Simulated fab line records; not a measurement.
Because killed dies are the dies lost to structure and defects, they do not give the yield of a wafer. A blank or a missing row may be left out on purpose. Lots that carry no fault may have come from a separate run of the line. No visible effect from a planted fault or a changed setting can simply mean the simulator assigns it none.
A struck lot beside a sound one :: flow gf180mcu :: 43 steps out of a route of 602
Sound: these wafers, L375.1, L375.2, L375.3. Struck: wafers L386.3, L386.5 (left out: L386.6, a lot-mate that was not struck); the cause follows at the end.
At each step with rows: each side's tool, then ch and its chambers, then its first start. Under that, the readings that differ: sound wafers :: struck wafers :: difference of the means :: sigmas: that difference in standard deviations of wafers without a fault.
alike: readings whose means differ by less than 2 such deviations, and words and numbers that are the same on both sides. not compared: withheld readings, readings that some wafer has no value for, bounds like >300 that may hide the same value, and numbers for which the record gives no deviation and whose values overlap.
The two part at a step that has a row with sigmas, a row that says differs or no value, or rows on one side only. Numbers that don't overlap but have no deviation are shown without sigmas and don't part them. A reading that every wafer of one side lacks parts them only if that side has two wafers or more.

first, 3 steps without rows for these wafers: GF_V4_EXPOSE_11 (exposes mask Via4, target cd 260 nm); GF_V4_PEB_12 (peb time 90 s); GF_V4_DEVELOP_13 (develop time 60 s).
GF_V4_CD_MEAS_14 targets a cd of 260 nm.
  sound on cd_sem-02 at day 24 17:54; struck on cd_sem-02 at day 28 09:17
  alike: cd_nm
GF_V4_OVL_MEAS_15:
  sound on overlay-01 at day 24 18:01; struck on overlay-02 at day 28 09:23
  alike: V4_OVL
then, 5 steps without rows for these wafers: GF_V4_ETCH_16 (etches BARC in N2/H2); GF_V4_ETCH_17 (etches SiO2 in C4F8/O2/Ar, stops on TiN, target depth 630 nm); GF_V4_STRIP_18 (strips in O2/N2); GF_V4_STRIP_19 (strips in post etch residue remover, time 1200 s); GF_V4_CLEAN_20 (cleans in DIW).
GF_V4_SPUTTER_21: material Ti, target thk 15 nm, time 80.02 s.
  sound on pvd_sputter-02 at day 24 18:43; struck on pvd_sputter-01 at day 28 10:06
  alike: throttle_valve_pct
then, 1 step without rows for these wafers: GF_V4_SPUTTER_22 (material TiN, target thk 10 nm, time 40 s).
GF_V4_CVD_23: deposits W, target thk 350 nm, time 104.9 s.
  sound on cvd_w-02 ch 0,1, day 24 18:49; struck on cvd_w-01 ch 0, day 28 10:14
  alike: heater_power_w
GF_V4_RS_MEAS_24: uses a four-point probe to measure.
  sound on film_metro-01 at day 24 18:56; struck on film_metro-01 at day 28 10:21
reading: V4_W_RS (ohm/sq)
sound: 0.329 0.323 0.321
struck: 0.334 0.328
difference: +0.007
sigmas: +2
GF_V4_THK_MEAS_25: measures by xrf.
  sound on film_metro-01 at day 24 19:03; struck on film_metro-01 at day 28 10:27
  alike: V4_W_THK
then, 2 steps without rows for these wafers: GF_V4_CMP_26 (polishes, stops on SiO2, t overpolish 15 s, target thk 0 nm); GF_MIM_SPUTTER_00 (material Ti, target thk 37.5 nm, time 150 s).
GF_MIM_SPUTTER_01: material TiN, target thk 30 nm, time 25 s.
  sound on pvd_sputter-01 at day 24 19:31; struck on pvd_sputter-02 at day 28 10:53
  alike: throttle_valve_pct
GF_MIM_SPUTTER_02: material AlCu, target thk 450 nm, time 23.9 s.
  sound on pvd_sputter-01 at day 24 19:32; struck on pvd_sputter-02 at day 28 10:55
  alike: throttle_valve_pct
then, 1 step without rows for these wafers: GF_MIM_SPUTTER_03 (material Ti, target thk 10 nm, time 6.7 s).
GF_MIM_SPUTTER_04: material TiN, target thk 50 nm, time 41.7 s.
  sound on pvd_sputter-01 at day 24 19:35; struck on pvd_sputter-02 at day 28 10:58
  alike: throttle_valve_pct
then, 1 step without rows for these wafers: GF_MIM_CVD_05 (deposits Si3N4, target thk 42 nm, time 29.086 s).
GF_MIM_THK_MEAS_06:
  sound on film_metro-03 at day 24 19:40; struck on film_metro-03 at day 28 11:04
  alike: MIM_CVD_05_THK
then, 3 steps without rows for these wafers: GF_MIM_SPUTTER_07 (material TiN, target thk 60 nm, time 50 s); GF_MIM_SPUTTER_08 (material AlCu, target thk 200 nm, time 10.6 s); GF_MIM_SPUTTER_09 (material TiN, target thk 35 nm, time 29.2 s).
GF_MIM_RS_MEAS_10: uses a four-point probe to measure.
  sound on film_metro-02 at day 24 19:49; struck on film_metro-03 at day 28 11:14
  alike: MIM_ALCU_RS
GF_MIM_THK_MEAS_11: measures by xrf.
  sound on film_metro-02 at day 24 19:56; struck on film_metro-03 at day 28 11:20
  alike: MIM_ALCU_THK
then, 7 steps without rows for these wafers: GF_MIM_DEHYDRATE_12 (time 60 s); GF_MIM_HMDS_13 (prime time 60 s); GF_MIM_COAT_14 (resist thk 1000 nm); GF_MIM_SOFTBAKE_15 (time 60 s); GF_MIM_EXPOSE_16 (exposes mask FuseTop, target cd 2000 nm); GF_MIM_PEB_17; GF_MIM_DEVELOP_18 (develop time 60 s).
GF_MIM_METAL_ETCH_19: etches the open film in Cl2/BCl3, stops on Si3N4, target depth 324.5 nm, time 54.1 s.
  sound on rie_metal-03 ch 0,1, day 25 17:42; struck on rie_metal-02 ch 0,1, day 29 05:49
  alike: bias_w, drypump_motor_current_A, oes_product_au, throttle_valve_pct
  not compared: rf_hours_counter_h
then, 6 steps without rows for these wafers: GF_MIM_STRIP_20 (strips in O2/N2); GF_MIM_STRIP_21 (strips in post etch residue remover, time 1200 s); GF_MIM_CLEAN_22 (cleans in DIW); GF_M5_DEHYDRATE_00 (time 60 s); GF_M5_HMDS_01 (prime time 60 s); GF_M5_COAT_02 (resist thk 1000 nm).
-- the record jumps here: 3 days lie between the struck wafers' starts before and after (it left off in module M5 and takes up again in module PASSIVATION, whose first step shown is number 602 of the route) --
GF_PASSIVATION_PROBE_99:
  record: rows for the struck wafers here (prober-02, day 32 12:07), none for the sound ones

== WHERE THEY PART ==
At GF_V4_RS_MEAS_24 first; at GF_PASSIVATION_PROBE_99 last (within this record only).

WHY: what had been put in by the simulator
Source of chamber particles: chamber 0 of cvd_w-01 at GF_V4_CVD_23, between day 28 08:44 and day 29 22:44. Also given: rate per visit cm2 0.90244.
